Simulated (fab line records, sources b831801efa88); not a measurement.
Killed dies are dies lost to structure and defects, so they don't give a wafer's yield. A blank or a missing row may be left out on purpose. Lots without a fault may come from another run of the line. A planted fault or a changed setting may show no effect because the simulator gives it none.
Which tool did it? | flow sky130 | 10 lots, 30 wafers sampled, at 3 steps of a route of 708

WHAT THE GAUGES READ, wafer by wafer
SKY_LOCAL_INTERCONNECT_RS_MEAS_01: measures by four-point-probe.
lot  | measured     | on            | LOCAL_INTERCONNECT_TIN_RS (ohm/sq)
L988 | day 29 05:32 | film_metro-04 | 14.12 14.14 14.30
L990 | day 29 18:55 | film_metro-03 | 14.31 14.40 14.44
L992 | day 30 20:09 | film_metro-02 | 13.96 13.65 13.95
L994 | day 31 01:06 | film_metro-04 | 14.00 14.02 14.03
L995 | day 31 06:27 | film_metro-04 | 14.16 14.21 14.14
L102 | day 33 23:18 | film_metro-02 | 13.85 14.09 15.07
L104 | day 35 00:40 | film_metro-04 | 15.27 13.94 14.11
L105 | day 35 23:22 | film_metro-04 | 14.04 14.18 14.11
L107 | day 36 00:28 | film_metro-02 | 14.28 14.12 14.26
L109 | day 36 07:35 | film_metro-03 | 14.36 14.18 14.35

WHICH TOOL RAN EACH LOT (tool, then ch and the chambers of the sampled wafers, then the start)
lot  | SKY_LI_CONTACT_ETCH_15             | SKY_LOCAL_INTERCONNECT_SPUTTER_00
L988 | rie_diel-01 ch 0,1,3, day 29 04:20 | pvd_sputter-03, day 29 05:28
L990 | rie_diel-01 ch 0,1,3, day 29 17:43 | pvd_sputter-01, day 29 18:50
L992 | rie_diel-01 ch 0,2,3, day 30 15:46 | pvd_sputter-03, day 30 20:02
L994 | rie_diel-03 ch 0,3, day 30 23:55   | pvd_sputter-01, day 31 01:02
L995 | rie_diel-02 ch 2,3, day 31 05:11   | pvd_sputter-01, day 31 06:19
L102 | rie_diel-01 ch 0,2,3, day 33 22:07 | pvd_sputter-03, day 33 23:14
L104 | rie_diel-02 ch 0,2, day 34 23:28   | pvd_sputter-03, day 35 00:35
L105 | rie_diel-03 ch 0,1,3, day 35 22:07 | pvd_sputter-01, day 35 23:19
L107 | rie_diel-01 ch 0,3, day 35 23:16   | pvd_sputter-01, day 36 00:25
L109 | rie_diel-03 ch 0,1,2, day 36 06:22 | pvd_sputter-01, day 36 07:30
- SKY_LI_CONTACT_ETCH_15: etches PSG in C4F8/O2/Ar, stops on Si, target depth 600 nm.
- SKY_LOCAL_INTERCONNECT_SPUTTER_00: material TiN, target thk 100 nm, time 83.3 s.

THE ANSWER, worked out from the rows above alone
Rule: what is usual is taken from the lots themselves. Put in order of their means at a reading, lots are off if they are a third of the lots or fewer, leave a main group of 4 or more, and stand apart from it by a gap of 3 or more times the standard deviation of the main group's means; of several such gaps the widest counts. A main group whose means are all the same, to the digits that the tables above print for the reading, isn't used. A lot without any number at a reading at which 4 lots or more have one is off too. The other lots that the step has rows for count as sound.
No lot is off at any reading shown: from this, nothing can be told.

WHAT THE SIMULATOR HAD PUT IN
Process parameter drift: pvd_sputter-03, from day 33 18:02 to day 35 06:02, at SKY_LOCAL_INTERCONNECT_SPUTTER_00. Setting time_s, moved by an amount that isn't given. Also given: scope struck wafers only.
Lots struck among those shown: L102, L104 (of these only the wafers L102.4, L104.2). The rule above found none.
